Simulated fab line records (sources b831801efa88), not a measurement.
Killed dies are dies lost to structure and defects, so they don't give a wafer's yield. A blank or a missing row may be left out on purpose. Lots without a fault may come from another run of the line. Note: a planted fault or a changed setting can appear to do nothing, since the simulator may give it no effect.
Problem report, 8D (eight disciplines) form, completed by code    flow sky130    the parts of the form that need people (team, actions taken, sign-off) are left out

1. THE PROBLEM
At SKY_VIA3_CMP_24, platen-rpm averages 65.98 rpm over 2 wafers from 2 lots, while fault-free wafers read 60.00 rpm, standard deviation 0.035. So: +99 or more standard deviations from the usual mean.
The step: polishes, stops on SiO2, t overpolish 20 s, target thk 0 nm.
Earliest sighting: wafer L143.4 on cmp-02 at day 42 14:07. The record has a number at this step for 33 wafers belonging to 11 lots. By rule, "out" or "out of limits" means more than 4 standard deviations away from the usual mean. The other wafers with a number count as sound.

2. WHAT IT IS; WHAT IT IS NOT
question                     is                 is not
which readings at this step  platen-rpm         motor-current-A, overpolish-run-s
which lots                   L143, L144         L133, L136, L138, L140, L142, L152, L153, L154, L156
which wafers of those lots   L143.4, L144.3     L143.1, L143.2, L144.4, L144.5
read on which tools          cmp-02             cmp-01
when                         from day 42 14:07  up to then (17 sound wafers); but 14 sound wafers of L144, L152, L153, L154, L156 came after

3. THE SUSPECTS, EACH WITH WHAT RULES IT OUT
Counting: a tool at a process step up to the reading stays a suspect if it ran every lot that is out. Sound lots after the first of them don't rule it out here, since some wafers of a struck lot are sound.
- cmp-02 at SKY_VIA3_CMP_24 (polishes, stops on SiO2, t overpolish 20 s, target thk 0 nm): kept. It processed each lot that is out (first: L143, day 42 14:07); up to then, its last sound lot is L142 (day 42 03:55). Its own platen-rpm readings are out on those wafers.
- At SKY_VIA3_CMP_24, inside cmp-02: chamber 0 took the wafers that are out, while their sound lot-mates went through chambers 1, 2.
Remaining after the count: cmp-02 at SKY_VIA3_CMP_24.

4. THE CAUSE (what the simulator had put in)
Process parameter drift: cmp-02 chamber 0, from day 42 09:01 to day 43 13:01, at SKY_VIA3_CMP_24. The setting platen-rpm was moved by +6, starting from 60. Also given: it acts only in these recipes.
The count eliminated every tool but this one.

5. SEQUENCE OF EFFECTS, ordered by route
Each row: a reading whose mean over the struck wafers that have a number lies more than 3 standard deviations from the usual. Only readings whose record carries a usual standard deviation are examined. hours: median over the lots of the time between each lot's start at the first step of this table that gives one and its start at this step. sigmas: the change, counted in usual standard deviations.
hours  step             reading     usual      on struck wafers  change  sigmas
0      SKY_VIA3_CMP_24  platen-rpm  60.00 rpm  65.98             +5.98   +99 or more
It contains these process steps:
- SKY_VIA3_CMP_24: polishes, stops on SiO2, t overpolish 20 s, target thk 0 nm.

6. HOW IT WOULD HAVE BEEN CAUGHT EARLIER
In this record the first reading out of limits was taken at day 42 14:07, 5 hours after the fault began at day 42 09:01.
